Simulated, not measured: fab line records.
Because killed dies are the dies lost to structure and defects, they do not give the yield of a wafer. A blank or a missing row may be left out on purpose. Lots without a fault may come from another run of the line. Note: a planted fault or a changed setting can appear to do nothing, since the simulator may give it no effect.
Chamber matching | flow sky130 | SKY_VIA2_ETCH_14 on rie-diel-04 has 4 sister chambers
The step etches BARC in N2/H2, stops on SiO2, time 45.9 s, target depth 60 nm. 4 wafers are shown with their chamber, then 7 later ones without.

## WAFERS, EACH WITH ITS CHAMBER
wafer  | chamber | drypump-motor-current-A (A)
L240.3 | 3       | 6.1
L240.5 | 0       | 6.1
L243.3 | 2       | 5.1
L243.4 | 1       | 5.5

## WAFERS WHOSE CHAMBER IS MISSING
wafer  | drypump-motor-current-A (A)
L243.6 | 5.5
L245.2 | 5.1
L245.3 | 6.1
L245.4 | 6.1
L248.2 | 5.0
L248.3 | 5.5
L248.4 | 6.1

## EACH ONE'S CHAMBER
wafer  | from the rows above     | in truth
L243.6 | 1                       | 1
L245.2 | 2                       | 2
L245.3 | can't be placed: 0 or 3 | 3
L245.4 | can't be placed: 0 or 3 | 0
L248.2 | 2                       | 2
L248.3 | 1                       | 1
L248.4 | can't be placed: 0 or 3 | 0
4 of 7 placed correctly. Can't be placed from these rows: 3 (the true chamber is among the candidates in 3). Number placed wrongly: 0.
How it was worked out, from the rows above alone: a wafer's distance from a chamber is the root of the sum, over the readings, of the square of ((its reading less the chamber's mean) divided by the reading's scatter). If the next closest chamber is less than 2 further off than the closest, the wafer can't be placed; otherwise it belongs to the closest. For every chamber, the mean is computed from those of its wafers that are shown. The scatter (one wafer shown for each chamber): square how far every hidden wafer sits from the nearest shown wafer, average those squares and take the square root.
